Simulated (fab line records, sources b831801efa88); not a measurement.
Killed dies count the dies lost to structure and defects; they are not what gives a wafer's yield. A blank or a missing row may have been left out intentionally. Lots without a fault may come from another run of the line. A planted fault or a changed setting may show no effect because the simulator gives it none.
Chamber matching || flow sky130 || SKY_VIA1_ETCH_15 on rie-diel-02: 4 sister chambers
The step etches SiO2 in C4F8/O2/Ar, stops on TiN, target depth 351 nm, time 54 s. 16 wafers are shown with their chamber, then 8 later ones without.

== EACH WAFER AND ITS CHAMBER ==
{"wafer": "L074.1", "chamber": 1, "oes-product-au (a.u.)": 0.981}
{"wafer": "L074.2", "chamber": 0, "oes-product-au (a.u.)": 0.981}
{"wafer": "L074.3", "chamber": 2, "oes-product-au (a.u.)": 0.980}
{"wafer": "L079.2", "chamber": 0, "oes-product-au (a.u.)": 0.986}
{"wafer": "L079.4", "chamber": 2, "oes-product-au (a.u.)": 0.971}
{"wafer": "L079.6", "chamber": 1, "oes-product-au (a.u.)": 0.984}
{"wafer": "L081.1", "chamber": 2, "oes-product-au (a.u.)": 0.984}
{"wafer": "L081.5", "chamber": 3, "oes-product-au (a.u.)": 0.980}
{"wafer": "L081.6", "chamber": 0, "oes-product-au (a.u.)": 0.988}
{"wafer": "L086.1", "chamber": 3, "oes-product-au (a.u.)": 0.979}
{"wafer": "L086.2", "chamber": 2, "oes-product-au (a.u.)": 0.979}
{"wafer": "L086.6", "chamber": 1, "oes-product-au (a.u.)": 0.986}
{"wafer": "L085.1", "chamber": 0, "oes-product-au (a.u.)": 0.987}
{"wafer": "L085.2", "chamber": 1, "oes-product-au (a.u.)": 0.979}
{"wafer": "L085.3", "chamber": 3, "oes-product-au (a.u.)": 0.975}
{"wafer": "L085.4", "chamber": 2, "oes-product-au (a.u.)": 0.987}

SIGNATURES (averages over the wafers above)
{"reading": "oes-product-au", "chamber 0": 0.98550, "chamber 1": 0.98250, "chamber 2": 0.98020, "chamber 3": 0.97800, "scatter within a chamber": 0.00427}
Rule: for each reading, subtract the chamber's mean from the wafer's reading, divide by that reading's scatter and square the result; add these up over the readings and take the root, which gives the wafer's distance from the chamber. If the next closest chamber is less than 2 further off than the closest, the wafer can't be placed; otherwise it belongs to the closest. The scatter: take each reading less its chamber's mean, square it, sum over the shown wafers, divide by the number of wafers less the number of chambers, and take the root.

== WAFERS MISSING THEIR CHAMBER ==
{"wafer": "L085.5", "oes-product-au (a.u.)": 0.979}
{"wafer": "L085.6", "oes-product-au (a.u.)": 0.990}
{"wafer": "L088.1", "oes-product-au (a.u.)": 0.985}
{"wafer": "L088.3", "oes-product-au (a.u.)": 0.985}
{"wafer": "L088.4", "oes-product-au (a.u.)": 0.987}
{"wafer": "L096.1", "oes-product-au (a.u.)": 0.992}
{"wafer": "L096.4", "oes-product-au (a.u.)": 0.986}
{"wafer": "L096.6", "oes-product-au (a.u.)": 0.988}

== WHICH CHAMBER EACH ONE RAN IN ==
{"wafer": "L085.5", "from the rows above": "can't be placed: 3 or 2 or 1 or 0", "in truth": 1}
{"wafer": "L085.6", "from the rows above": "can't be placed: 0 or 1 or 2 or 3", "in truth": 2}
{"wafer": "L088.1", "from the rows above": "can't be placed: 0 or 1 or 2 or 3", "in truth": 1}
{"wafer": "L088.3", "from the rows above": "can't be placed: 0 or 1 or 2 or 3", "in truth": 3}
{"wafer": "L088.4", "from the rows above": "can't be placed: 0 or 1 or 2 or 3", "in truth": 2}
{"wafer": "L096.1", "from the rows above": "can't be placed: 0 or 1 or 2 or 3", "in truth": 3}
{"wafer": "L096.4", "from the rows above": "can't be placed: 0 or 1 or 2 or 3", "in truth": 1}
{"wafer": "L096.6", "from the rows above": "can't be placed: 0 or 1 or 2 or 3", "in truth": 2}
Correctly placed: 0 of 8. Can't be placed from these rows: 8 (the true chamber is among the candidates in 8). Wrongly placed: 0.
